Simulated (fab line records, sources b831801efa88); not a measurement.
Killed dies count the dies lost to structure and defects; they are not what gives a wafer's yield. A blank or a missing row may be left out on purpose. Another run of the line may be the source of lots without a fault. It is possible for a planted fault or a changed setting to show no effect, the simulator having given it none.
What tool caused it?    flow sky130    10 lots with 30 wafers sampled at 6 steps, on a route of 708 steps

## WHAT THE GAUGES READ, wafer by wafer
SKY_CAPM_RS_MEAS_03: uses a four-point probe to measure.
lot   measured      on             CAPM_TIN_RS (ohm/sq)
L320  day 37 05:49  film_metro-04  6.90 6.87 6.97
L322  day 37 17:25  film_metro-02  6.88 6.88 6.84
L321  day 37 18:47  film_metro-02  6.86 6.87 6.88
L323  day 38 03:08  film_metro-02  6.81 6.86 6.81
L332  day 40 18:47  film_metro-01  6.80 6.74 6.79
L335  day 41 15:32  film_metro-04  9.04 8.99 8.96
L337  day 42 07:35  film_metro-01  9.05 8.88 8.88
L338  day 42 10:00  film_metro-01  6.75 6.88 6.76
L339  day 42 10:10  film_metro-01  6.93 6.87 6.92
L341  day 43 03:33  film_metro-02  6.96 6.88 6.88

SKY_CAPM_THK_MEAS_04: measures by xrf.
lot   measured      on             CAPM_TIN_THK (nm)
L320  day 37 05:56  film_metro-04  201.1 201.3 197.8
L322  day 37 17:31  film_metro-02  203.1 203.6 204.1
L321  day 37 18:55  film_metro-02  203.6 204.7 202.9
L323  day 38 03:16  film_metro-02  204.3 201.7 203.9
L332  day 40 18:53  film_metro-01  201.3 202.9 200.6
L335  day 41 15:39  film_metro-04  154.5 155.3 155.8
L337  day 42 07:42  film_metro-01  152.6 156.3 155.6
L338  day 42 10:07  film_metro-01  203.9 199.5 203.0
L339  day 42 10:17  film_metro-01  198.8 200.1 198.3
L341  day 43 03:40  film_metro-02  199.5 200.4 202.8

## WHAT TOOL EACH LOT RAN ON (gives the tool, then ch and the chambers of the sampled wafers, and finally the start)
lot   SKY_CONTACT_CVD_24             SKY_METAL1_SPUTTER_00         SKY_METAL3_SPUTTER_04         SKY_CAPM_SPUTTER_02
L320  cvd_w-01 ch 0,1, day 32 14:17  pvd_sputter-04, day 32 14:53  pvd_sputter-04, day 37 05:35  pvd_sputter-03, day 37 05:43
L322  cvd_w-01 ch 0,1, day 33 00:33  pvd_sputter-04, day 33 01:06  pvd_sputter-02, day 37 17:07  pvd_sputter-03, day 37 17:16
L321  cvd_w-01 ch 0,1, day 33 02:56  pvd_sputter-04, day 33 03:32  pvd_sputter-02, day 37 18:33  pvd_sputter-03, day 37 18:41
L323  cvd_w-02 ch 1, day 33 11:17    pvd_sputter-02, day 33 11:52  pvd_sputter-02, day 38 02:54  pvd_sputter-04, day 38 03:02
L332  cvd_w-02 ch 1, day 36 09:28    pvd_sputter-02, day 36 10:04  pvd_sputter-04, day 40 18:31  pvd_sputter-03, day 40 18:40
L335  cvd_w-01 ch 0,1, day 37 03:30  pvd_sputter-02, day 37 04:05  pvd_sputter-04, day 41 15:17  pvd_sputter-03, day 41 15:25
L337  cvd_w-02 ch 0,1, day 37 19:13  pvd_sputter-02, day 37 19:49  pvd_sputter-04, day 42 07:20  pvd_sputter-03, day 42 07:28
L338  cvd_w-02 ch 1, day 37 21:55    pvd_sputter-02, day 37 22:30  pvd_sputter-02, day 42 09:34  pvd_sputter-02, day 42 09:52
L339  cvd_w-01 ch 0,1, day 38 00:46  pvd_sputter-02, day 38 01:22  pvd_sputter-04, day 42 09:51  pvd_sputter-04, day 42 09:59
L341  cvd_w-01 ch 0,1, day 38 20:17  pvd_sputter-02, day 38 20:56  pvd_sputter-02, day 43 03:18  pvd_sputter-04, day 43 03:26
- SKY_CONTACT_CVD_24: deposits W, target thk 340 nm, time 102.12 s.
- SKY_METAL1_SPUTTER_00: material Ti, target thk 15 nm, time 10 s.
- SKY_METAL3_SPUTTER_04: material TiN, target thk 70 nm, time 58.3 s.
- SKY_CAPM_SPUTTER_02: material TiN, target thk 200 nm, time 166.7 s.

## WHAT THE TOOLS THEMSELVES READ (means of the sampled wafers that have a number; where no wafer has one, the mark that the record gives instead)
SKY_CONTACT_CVD_24.
lot   tool      heater_power_w (W)
L320  cvd_w-01  829
L322  cvd_w-01  854
L321  cvd_w-01  835
L323  cvd_w-02  924
L332  cvd_w-02  942
L335  cvd_w-01  843
L337  cvd_w-02  988
L338  cvd_w-02  927
L339  cvd_w-01  840
L341  cvd_w-01  841

SKY_METAL1_SPUTTER_00.
lot   tool            cathode_dc_power_W (W)  throttle_valve_pct (%)
L320  pvd_sputter-04  3000.0                  30.3
L322  pvd_sputter-04  3000.1                  31.0
L321  pvd_sputter-04  3000.1                  30.2
L323  pvd_sputter-02  3000.1                  29.4
L332  pvd_sputter-02  3000.0                  29.3
L335  pvd_sputter-02  2999.6                  29.1
L337  pvd_sputter-02  3000.1                  29.4
L338  pvd_sputter-02  2999.6                  29.6
L339  pvd_sputter-02  2999.7                  29.5
L341  pvd_sputter-02  3000.0                  29.2

SKY_METAL3_SPUTTER_04.
lot   tool            cathode_dc_power_W (W)  throttle_valve_pct (%)
L320  pvd_sputter-04  6499.2                  30.4
L322  pvd_sputter-02  6499.5                  29.4
L321  pvd_sputter-02  6500.2                  29.4
L323  pvd_sputter-02  6500.4                  29.2
L332  pvd_sputter-04  6499.4                  30.8
L335  pvd_sputter-04  6500.1                  30.1
L337  pvd_sputter-04  6499.8                  30.2
L338  pvd_sputter-02  6499.8                  29.6
L339  pvd_sputter-04  6499.9                  30.3
L341  pvd_sputter-02  6498.5                  29.1

SKY_CAPM_SPUTTER_02.
lot   tool            cathode_dc_power_W (W)  throttle_valve_pct (%)
L320  pvd_sputter-03  6500.6                  31.0
L322  pvd_sputter-03  6499.8                  31.6
L321  pvd_sputter-03  6500.3                  31.3
L323  pvd_sputter-04  6500.3                  30.3
L332  pvd_sputter-03  6500.7                  31.2
L335  pvd_sputter-03  5109.4                  31.2
L337  pvd_sputter-03  5108.9                  31.4
L338  pvd_sputter-02  6499.1                  29.4
L339  pvd_sputter-04  6500.2                  29.6
L341  pvd_sputter-04  6500.5                  30.1

## THE ANSWER, worked out from the rows above alone
Rule: the usual values come from the lots themselves. The widest of any qualifying gaps counts: lots, ordered by their means at a reading, are off when they make up no more than a third of the lots, leave a main group of 4 or more, and stand apart from it by 3 or more times the standard deviation of that group's means. If all means in a main group match to the digits the tables above print for the reading, that group is not used. Also off: a lot with no number at a reading for which 4 or more lots have one. All remaining lots with rows at the step are treated as sound. First the gauges in route order, then the tools' own readings, where a lot's mean is used as printed above. At the first step where some lot is off, the reading lying furthest off is the one used; lots without a number count as furthest.
Off: at SKY_CAPM_RS_MEAS_03 (CAPM_TIN_RS), L335, L337. The main group: mean 6.86 ohm/sq, standard deviation 0.049.
If a tool, at a process step before that reading, ran all the lots that are off and no sound lot after the first of them, it fits. Not tried: the gauges at SKY_CAPM_RS_MEAS_03; whatever is off there is also off at SKY_CAPM_SPUTTER_02, on other tools, and gauge error can't account for it. One fits: pvd_sputter-03 at SKY_CAPM_SPUTTER_02. Its last sound lot is L332 (day 40 18:40), its first lot that is off L335 (day 41 15:25): a fault that began between those two fits.
The tool's own readings at SKY_CAPM_SPUTTER_02 bear it out: on the lots that are off they differ by more than 5 times the standard deviation of the sound lots' means. cathode_dc_power_W reads 5109.1 W there against 6500.2 W on the sound lots.

## WHAT THE SIMULATOR HAD INSERTED
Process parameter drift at SKY_CAPM_SPUTTER_02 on pvd_sputter-03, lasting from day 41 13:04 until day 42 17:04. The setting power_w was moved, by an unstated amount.
Struck lots among those shown: L335, L337. The rule given above showed the same thing.
